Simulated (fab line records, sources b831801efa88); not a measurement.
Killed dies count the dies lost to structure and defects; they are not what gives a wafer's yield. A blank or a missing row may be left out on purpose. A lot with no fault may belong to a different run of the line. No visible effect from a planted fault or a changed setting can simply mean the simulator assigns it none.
Struck lot and sound lot, side by side | flow sky130 | 19 out of 708 route steps
Sound: these wafers, L832.2, L832.4, L832.6. Struck: wafer L823.5 (left out: L823.1, L823.4 of the same lot, which were not struck); the cause appears at the end.
Each step with rows lists, per side, the tool, then ch with its chambers, then its first start. Under that, the readings that differ: sound wafers | struck wafers | difference of the means | sigmas: that difference in standard deviations of wafers without a fault.
alike: a reading whose means differ by less than 2 such deviations, as well as words and numbers matching on both sides. not compared: withheld readings; readings where some wafer has no value; bounds like >300 that might hide an equal value; numbers whose values overlap and for which the record gives no deviation.
Wherever a step has rows on one side only, a row that says differs or no value, or a row with sigmas, the two part there. Numbers that don't overlap but have no deviation are shown without sigmas and don't part them. Lack of a reading on every wafer of one side parts them only where that side has two or more wafers.

SKY_METAL4_STRIP_19: strips in O2/N2.
  sound on plasma asher-03 ch 1, day 49 12:59; struck on plasma asher-03 ch 0, day 44 20:40
  alike: drypump motor current A, oes product au, strip time to endpoint s
  not compared: rf hours counter h
then, 4 steps without rows for these wafers: SKY_METAL4_STRIP_20 (strips in post etch residue remover, time 1200 s); SKY_METAL4_CLEAN_21 (cleans in IPA, time 180 s); SKY_METAL4_CLEAN_22 (cleans in O3/DIW); SKY_VIA4_HDPCVD_00 (deposits SiO2, target thk 1750 nm, time 291.7 s).
SKY_VIA4_THK_MEAS_01:
  sound on film metro-01 at day 49 13:51; struck on film metro-02 at day 44 21:32
  alike: VIA4_HDPCVD_THK
SKY_VIA4_CMP_02: polishes SiO2.
  sound on cmp-02 ch 1,3, day 49 14:11; struck on cmp-01 ch 1, day 44 21:40
  alike: motor current A
SKY_VIA4_BOW_MEAS_03:
  sound on film metro-01 at day 49 14:28; struck on film metro-02 at day 44 21:58
  alike: VIA4_BOW
then, 4 steps without rows for these wafers: SKY_VIA4_DEHYDRATE_04 (time 60 s); SKY_VIA4_HMDS_05 (prime time 60 s); SKY_VIA4_COAT_06 (resist thk 1140 nm); SKY_VIA4_SOFTBAKE_07 (time 60 s).
SKY_VIA4_EXPOSE_08: exposes mask VIM4, target cd 800 nm.
  sound on iline stepper-01 ch 0, day 49 22:35; struck on iline stepper-01 ch 0, day 45 09:21
  alike: mask, exposure dose mJ cm2
then, 2 steps without rows for these wafers: SKY_VIA4_PEB_09; SKY_VIA4_DEVELOP_10 (develop time 60 s).
SKY_VIA4_OVL_MEAS_11:
  sound on overlay-01 at day 50 08:03; struck on overlay-01 at day 45 20:12
  alike: VIA4_OVL
SKY_VIA4_ETCH_12: etches SiO2 in C4F8/O2/Ar, stops on TiN, target depth 580 nm.
  sound on rie diel-01 ch 0,1,3, day 50 08:05; struck on rie diel-01 ch 3, day 45 20:14
  reading               | sound             | struck | difference | sigmas
  oes product au (a.u.) | 0.928 0.924 0.931 | 0.917  | -0.011     | -2
  model.VIA4.cd nm (nm) | 800.2 801 798.7   | 827.5  | +27.5      |
SKY_VIA4_STRIP_13: strips in O2/N2.
  sound on plasma asher-01 ch 0,1, day 50 08:10; struck on plasma asher-01 ch 1, day 45 20:19
  alike: drypump motor current A, oes product au, strip time to endpoint s
  not compared: rf hours counter h
-- the record jumps here: 3 days lie between the struck wafers' starts before and after (it left off in module VIA4 and takes up again in module PAD_OPEN, whose first step shown is number 708 of the route) --
SKY_PAD_OPEN_PROBE_99:
  sound on prober-01 at day 52 15:59; struck on prober-02 at day 48 17:47
  reading     | sound    | struck | difference | sigmas
  killed open | 46 48 52 | 32     | -17        | -2
  alike: defect limited yield, killed_at_M0_to_M3, killed_at_M4_up, killed at contacts, killed at front end, killed at other, killed dies, killed short, sort_bin_3_pad_short, sort_bin_5_function, sort_bin_6_memory, sort n pass, sort yield pct
  not compared: model.etest.via4 chain.rc ohm

== WHERE THEY PART ==
Last at SKY_PAD_OPEN_PROBE_99 as far as this record goes, first at SKY_VIA4_ETCH_12.

WHY: what had been put in by the simulator
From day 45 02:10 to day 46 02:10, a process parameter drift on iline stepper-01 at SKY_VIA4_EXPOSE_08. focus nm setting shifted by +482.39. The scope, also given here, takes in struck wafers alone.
